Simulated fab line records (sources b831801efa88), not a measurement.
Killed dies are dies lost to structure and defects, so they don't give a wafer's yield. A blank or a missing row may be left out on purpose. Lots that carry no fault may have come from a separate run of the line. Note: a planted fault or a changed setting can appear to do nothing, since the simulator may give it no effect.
Matching of chambers :: flow gf180mcu :: cmp-02 running GF_V5_CMP_04: 4 sister chambers
The step polishes SiO2. 8 wafers are shown with their chamber, then 7 later ones without.

## EACH WAFER AND ITS CHAMBER
wafer: L879.3
chamber: 1
motor_current_A (A): 11.8
head_pressure_psi (psi): 3.994

wafer: L884.3
chamber: 2
motor_current_A (A): 10.4
head_pressure_psi (psi): 3.996

wafer: L884.4
chamber: 0
motor_current_A (A): 12.8
head_pressure_psi (psi): 4.002

wafer: L884.5
chamber: 2
motor_current_A (A): 10.7
head_pressure_psi (psi): 4.000

wafer: L885.4
chamber: 1
motor_current_A (A): 12.2
head_pressure_psi (psi): 3.997

wafer: L885.6
chamber: 3
motor_current_A (A): 13.6
head_pressure_psi (psi): 4.004

wafer: L886.1
chamber: 3
motor_current_A (A): 12.9
head_pressure_psi (psi): 4.001

wafer: L886.2
chamber: 0
motor_current_A (A): 13.3
head_pressure_psi (psi): 4.008

## WAFERS WHOSE CHAMBER IS MISSING
wafer: L886.6
motor_current_A (A): 10.1
head_pressure_psi (psi): 3.982

wafer: L887.1
motor_current_A (A): 10.1
head_pressure_psi (psi): 4.005

wafer: L887.3
motor_current_A (A): 13.0
head_pressure_psi (psi): 3.999

wafer: L887.6
motor_current_A (A): 12.7
head_pressure_psi (psi): 3.992

wafer: L899.1
motor_current_A (A): 14.1
head_pressure_psi (psi): 3.999

wafer: L899.3
motor_current_A (A): 13.5
head_pressure_psi (psi): 4.000

wafer: L899.4
motor_current_A (A): 12.5
head_pressure_psi (psi): 3.996

## EACH ONE'S CHAMBER
wafer: L886.6
from the rows above: can't be placed: 2 or 1
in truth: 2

wafer: L887.1
from the rows above: 2
in truth: 2

wafer: L887.3
from the rows above: can't be placed: 3 or 0 or 1
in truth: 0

wafer: L887.6
from the rows above: can't be placed: 1 or 3
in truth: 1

wafer: L899.1
from the rows above: can't be placed: 3 or 0
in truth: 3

wafer: L899.3
from the rows above: can't be placed: 3 or 0
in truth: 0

wafer: L899.4
from the rows above: can't be placed: 1 or 3 or 0
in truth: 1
Correct placement for 1 of the 7. Can't be placed from these rows: 6 (the true chamber is among the candidates in 6). 0 placed wrongly.
How it was worked out, from the rows above alone: a wafer's distance from a chamber is the root of the sum, over the readings, of the square of ((its reading less the chamber's mean) divided by the reading's scatter). The wafer belongs to the nearest chamber; if the next one is less than 2 further off, it can't be placed. The mean given for a chamber averages the wafers shown for that chamber. The scatter: take each reading less its chamber's mean, square it, sum over the shown wafers, divide by the number of wafers less the number of chambers, and take the root.
